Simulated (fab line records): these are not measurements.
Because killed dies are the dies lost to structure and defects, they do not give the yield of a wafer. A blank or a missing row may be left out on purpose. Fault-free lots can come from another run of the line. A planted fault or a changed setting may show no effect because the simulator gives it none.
Split-lot trial	flow sfq line	23 wafers read across 5 lots, on a route 325 steps long

== THE SPLIT ITSELF ==
At SFQ_TRILAYER_C5_LITHO_COAT_156 (resist thk 62 nm), the setting spin rpm was moved away from the recipe's 3000 rpm on 6 of the 23 wafers read, by +6.8% to +7.1%. This setting was run at the recipe's value on the other wafers.

== FROM THE SPLIT TO THE READING: what the file shows between them, 3 steps ==
- SFQ_TRILAYER_C5_LITHO_COAT_151: resist thk 650 nm
- SFQ_TRILAYER_C5_LITHO_SOFTBAKE_155
- SFQ_TRILAYER_C5_LITHO_DEVELOP_153: time 60 s

== THE READING ==
oes product au, in a.u., at SFQ_TRILAYER_C5_BARC_OPEN_VIA_ETCH_210 (etches BARC in O2, target depth 125 nm, time 41.7 s). Typical for fault-free wafers on this fab line: 0.685 a.u., with standard deviation 0.0041 a.u.

wafer	tool, chamber at the split	spin rpm as run, rpm	against the recipe	oes product au, a.u.	against lot-mates on the recipe
L076.1	litho track-03, 0	3000	recipe	0.687	-
L076.3	litho track-03, 0	3000	recipe	0.682	-
L076.5	litho track-03, 0	3000	recipe	0.685	-
L077.1	litho track-04, 0	3203	+6.8%	0.680	-0.007
L077.2	litho track-04, 0	3000	recipe	0.690	-
L077.3	litho track-04, 0	3203	+6.8%	0.673	-0.014
L077.5	litho track-04, 0	3000	recipe	0.685	-
L077.6	litho track-04, 0	3203	+6.8%	0.678	-0.009
L078.1	litho track-04, 0	3000	recipe	0.688	-
L078.2	litho track-04, 0	3000	recipe	0.680	-
L078.3	litho track-04, 0	3000	recipe	0.686	-
L078.5	litho track-04, 0	3000	recipe	0.683	-
L078.6	litho track-04, 0	3000	recipe	0.683	-
L083.2	litho track-04, 0	3213	+7.1%	0.664	-0.027
L083.3	litho track-04, 0	3000	recipe	0.688	-
L083.4	litho track-04, 0	3000	recipe	0.694	-
L083.5	litho track-04, 0	3213	+7.1%	0.668	-0.023
L083.6	litho track-04, 0	3213	+7.1%	0.670	-0.021
L085.1	litho track-03, 0	3000	recipe	0.685	-
L085.2	litho track-03, 0	3000	recipe	0.683	-
L085.3	litho track-03, 0	3000	recipe	0.692	-
L085.5	litho track-03, 0	3000	recipe	0.687	-
L085.6	litho track-03, 0	3000	recipe	0.686	-

FIT RESULTS
A straight line over all 23 wafers: oes product au changes by -0.00203 a.u. for each +1% of spin rpm; r = -0.84; the points scatter about the line by 0.0042 a.u.
The same after taking each lot's own level away (the mean of its wafers on the recipe; 23 wafers): -0.00249 a.u. for each +1%; r = -0.88; scatter 0.0044 a.u.
That fit puts the effect of the largest move of spin rpm on the reading at 0.018 a.u.
Measured against the standard deviation above, the lots' own levels, which go from 0.6840 to 0.6910 a.u., span 1.7 times it.
So the slope is not independent of the lot-to-lot level: the two fits are not the same.
Check: with one of the wafers moved furthest among these (+7.1%) left out of the fit, the line predicts -0.0157 a.u. for it against its lot-mates. Against them it came out at -0.027 a.u.

== THE WHOLE CHAIN: every reading that the file lists as answering this split, in the file's order ==
step	what it does	reading	change (the file's fit)	r (the file's)
SFQ_TRILAYER_C5_LITHO_COAT_156	resist thk 62 nm	BARC_of_TRILAYER_C5_LITHO_COAT_156.thk nm (the simulator's own value, which no gauge read)	-0.314 nm for each +1% of the setting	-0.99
SFQ_TRILAYER_C5_BARC_OPEN_VIA_ETCH_210	etches BARC in O2, target depth 125 nm, time 41.7 s	oes product au	-0.00251 a.u. for each +1% of the setting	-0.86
SFQ_TRILAYER_C5_BARC_OPEN_VIA_ETCH_210	etches BARC in O2, target depth 125 nm, time 41.7 s	etch.depth nm (the simulator's own value, which no gauge read)	-0.317 nm for each +1% of the setting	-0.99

== FILE'S OWN FIT ==
oes product au changes by -0.00251 a.u. for each +1% of spin rpm, r = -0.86.
